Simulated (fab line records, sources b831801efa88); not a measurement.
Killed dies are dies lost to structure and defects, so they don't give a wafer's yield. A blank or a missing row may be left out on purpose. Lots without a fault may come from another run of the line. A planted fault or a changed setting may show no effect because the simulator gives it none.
Which tool did it? | flow sky130 | 13 lots, 39 wafers sampled, at 4 steps of a route of 708

WHAT THE GAUGES READ, wafer by wafer
SKY_METAL3_CD_MEAS_13: target cd 300 nm.
lot  | measured     | on        | cd_nm (nm)
L733 | day 39 02:04 | cd_sem-01 | 302.6 300.8 301.3
L736 | day 40 02:25 | cd_sem-01 | 298.1 299.3 299.4
L737 | day 40 11:44 | cd_sem-02 | 299.6 299.6 299.5
L739 | day 40 20:10 | cd_sem-01 | 301.5 301.1 302.2
L741 | day 41 01:47 | cd_sem-01 | 303.5 302.9 303.2
L743 | day 41 14:05 | cd_sem-02 | 301.9 301.6 301.7
L742 | day 41 17:00 | cd_sem-01 | 301.1 301.8 300.7
L744 | day 42 00:50 | cd_sem-02 | 298.1 297.6 298.7
L745 | day 42 01:54 | cd_sem-01 | 299.9 300.9 300.5
L747 | day 42 12:07 | cd_sem-02 | 299.0 301.4 299.7
L750 | day 43 03:50 | cd_sem-01 | 300.0 300.7 299.9
L753 | day 44 00:01 | cd_sem-02 | 300.6 298.7 299.2
L755 | day 44 13:41 | cd_sem-01 | 302.2 299.6 301.0

SKY_METAL3_OVL_MEAS_14.
lot  | measured     | on         | METAL3_OVL (nm)
L733 | day 39 02:11 | overlay-02 | 4 17 13
L736 | day 40 02:31 | overlay-01 | 7 11 13
L737 | day 40 11:52 | overlay-01 | -4 -3 -1
L739 | day 40 20:16 | overlay-01 | 13 12 12
L741 | day 41 01:53 | overlay-02 | 9 -1 8
L743 | day 41 14:10 | overlay-01 | 0 -5 -5
L742 | day 41 17:07 | overlay-02 | 13 5 9
L744 | day 42 00:58 | overlay-02 | -3 0 0
L745 | day 42 02:01 | overlay-02 | 0 -8 -4
L747 | day 42 12:14 | overlay-02 | -5 5 0
L750 | day 43 03:58 | overlay-02 | 3 9 9
L753 | day 44 00:07 | overlay-01 | 8 7 7
L755 | day 44 13:49 | overlay-02 | -3 1 -3

SKY_VIA3_RS_MEAS_22: measures by four-point-probe.
lot  | measured     | on            | VIA3_W_RS (ohm/sq)
L733 | day 40 04:58 | film_metro-03 | 0.292 0.297 0.295
L736 | day 41 05:43 | film_metro-02 | 0.291 0.296 0.287
L737 | day 41 14:43 | film_metro-04 | 0.299 0.301 0.298
L739 | day 41 23:40 | film_metro-02 | 0.297 0.300 0.291
L741 | day 42 04:41 | film_metro-02 | 0.290 0.296 0.295
L743 | day 42 15:56 | film_metro-02 | 0.298 0.296 0.300
L742 | day 42 19:00 | film_metro-02 | 57.581 58.882 59.409 57.583 59.041 59.475
L744 | day 43 02:28 | film_metro-02 | 56.815 57.226 58.620 56.925 57.161 58.468
L745 | day 43 03:46 | film_metro-02 | 58.318 57.865 58.394 58.221 57.672 58.404
L747 | day 43 13:04 | film_metro-03 | 0.299 0.298 0.295
L750 | day 44 04:58 | film_metro-02 | 0.291 0.292 0.293
L753 | day 45 01:02 | film_metro-03 | 0.294 0.296 0.290
L755 | day 45 13:57 | film_metro-03 | 0.298 0.295 0.294

WHICH TOOL RAN EACH LOT (tool, then ch and the chambers of the sampled wafers, then the start)
lot  | SKY_VIA3_CVD_21
L733 | cvd_w-01 ch 1, day 40 04:50
L736 | cvd_w-01 ch 0,1, day 41 05:36
L737 | cvd_w-02 ch 0,1, day 41 14:35
L739 | cvd_w-02 ch 0,1, day 41 23:32
L741 | cvd_w-01 ch 0,1, day 42 04:32
L743 | cvd_w-01 ch 0,1, day 42 15:48
L742 | cvd_w-01 ch 0,1, day 42 18:52
L744 | cvd_w-01 ch 0,1, day 43 02:20
L745 | cvd_w-01 ch 0,1, day 43 03:37
L747 | cvd_w-01 ch 0,1, day 43 12:57
L750 | cvd_w-01 ch 1, day 44 04:51
L753 | cvd_w-01 ch 0,1, day 45 00:53
L755 | cvd_w-01 ch 0,1, day 45 13:50
- SKY_VIA3_CVD_21: deposits W, target thk 390 nm, time 117.31 s.

WHAT THE TOOLS THEMSELVES READ (means of the sampled wafers that have a number; where no wafer has one, the mark that the record gives instead)
SKY_VIA3_CVD_21.
lot  | tool     | chamber_pressure_Torr (Torr) | heater_power_outer_w (W) | heater_power_w (W)
L733 | cvd_w-01 | 40.01                        | 470                      | 788
L736 | cvd_w-01 | 39.94                        | 502                      | 816
L737 | cvd_w-02 | 40.05                        | 532                      | 867
L739 | cvd_w-02 | 39.99                        | 543                      | 837
L741 | cvd_w-01 | 39.88                        | 495                      | 829
L743 | cvd_w-01 | 39.95                        | 523                      | 837
L742 | cvd_w-01 | -                            | -                        | -
L744 | cvd_w-01 | -                            | -                        | -
L745 | cvd_w-01 | -                            | -                        | -
L747 | cvd_w-01 | 40.04                        | 496                      | 820
L750 | cvd_w-01 | 40.03                        | 479                      | 784
L753 | cvd_w-01 | 40.01                        | 525                      | 847
L755 | cvd_w-01 | 40.10                        | 528                      | 841

THE ANSWER, worked out from the rows above alone
Rule: what is usual is taken from the lots themselves. Put in order of their means at a reading, lots are off if they are a third of the lots or fewer, leave a main group of 4 or more, and stand apart from it by a gap of 3 or more times the standard deviation of the main group's means; of several such gaps the widest counts. A main group whose means are all the same, to the digits that the tables above print for the reading, isn't used. A lot without any number at a reading at which 4 lots or more have one is off too. The other lots that the step has rows for count as sound. The gauges are gone through in route order, then the tools' own readings, and for those a lot's mean is taken as printed above. The first step at which some lot is off is used, and at that step the reading that is off furthest; a lot without a number counts as furthest.
Off: L742, L744, L745, at SKY_VIA3_RS_MEAS_22 (VIA3_W_RS). The main group: mean 0.295 ohm/sq, standard deviation 0.0025.
A tool fits if, at a process step before that reading, it ran every lot that is off, and no sound lot after the first of them. The gauges at SKY_VIA3_RS_MEAS_22 aren't tried: what is off there is off at SKY_VIA3_CVD_21 too, on other tools, and a gauge's error can't cause that. None of those tried fits.

WHAT THE SIMULATOR HAD PUT IN
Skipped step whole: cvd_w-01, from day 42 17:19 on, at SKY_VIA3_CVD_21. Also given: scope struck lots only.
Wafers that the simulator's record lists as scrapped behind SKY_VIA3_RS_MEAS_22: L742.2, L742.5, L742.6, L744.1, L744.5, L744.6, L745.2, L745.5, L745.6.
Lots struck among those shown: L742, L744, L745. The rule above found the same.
